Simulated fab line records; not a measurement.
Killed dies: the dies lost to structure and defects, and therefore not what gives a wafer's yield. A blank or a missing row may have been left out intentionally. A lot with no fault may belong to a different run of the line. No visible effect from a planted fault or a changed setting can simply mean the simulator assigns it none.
Which tool did it? :: flow gf180mcu :: Sampling: 7 lots, 21 wafers, 2 of 602 route steps

## WHAT THE GAUGES READ, wafer by wafer
GF_NSD_CD_MEAS_07: the cd target is 400 nm.
lot: L913
measured: day 14 08:48
on: cd_sem-02
cd_nm (nm): 401.5 400.4 401.3

lot: L915
measured: day 15 02:39
on: cd_sem-01
cd_nm (nm): 401.7 399.6 399.2

lot: L918
measured: day 16 01:59
on: cd_sem-02
cd_nm (nm): 399.1 399.0 401.2

lot: L923
measured: day 17 21:56
on: cd_sem-01
cd_nm (nm): 396.7 397.8 399.6

lot: L927
measured: day 19 06:12
on: cd_sem-01
cd_nm (nm): 402.6 400.2 398.0

lot: L929
measured: day 19 21:02
on: cd_sem-01
cd_nm (nm): 401.9 401.6 400.7

lot: L933
measured: day 21 06:13
on: cd_sem-01
cd_nm (nm): 397.8 400.5 396.6

## TOOL THAT RAN EACH LOT (tool first, then ch and the chambers of the sampled wafers, then the start)
lot: L913
GF_NSD_DEVELOP_06: litho_track-02 ch 0, day 14 08:40

lot: L915
GF_NSD_DEVELOP_06: litho_track-02 ch 0, day 15 02:31

lot: L918
GF_NSD_DEVELOP_06: litho_track-02 ch 0, day 16 01:50

lot: L923
GF_NSD_DEVELOP_06: litho_track-02 ch 0, day 17 21:47

lot: L927
GF_NSD_DEVELOP_06: litho_track-02 ch 0, day 19 06:04

lot: L929
GF_NSD_DEVELOP_06: litho_track-02 ch 0, day 19 20:53

lot: L933
GF_NSD_DEVELOP_06: litho_track-01 ch 0, day 21 06:04
- GF_NSD_DEVELOP_06: develop time 60 s.

## THE ANSWER, worked out from the rows above alone
Rule: usual is defined by the lots themselves. The widest of any qualifying gaps counts: lots, ordered by their means at a reading, are off when they make up no more than a third of the lots, leave a main group of 4 or more, and stand apart from it by 3 or more times the standard deviation of that group's means. A main group whose means are all the same, to the digits that the tables above print for the reading, isn't used. Also off: a lot with no number at a reading for which 4 or more lots have one. All remaining lots with rows at the step are treated as sound.
None of the lots is off at any reading shown; this tells nothing.

## WHAT HAD BEEN PUT IN BY THE SIMULATOR
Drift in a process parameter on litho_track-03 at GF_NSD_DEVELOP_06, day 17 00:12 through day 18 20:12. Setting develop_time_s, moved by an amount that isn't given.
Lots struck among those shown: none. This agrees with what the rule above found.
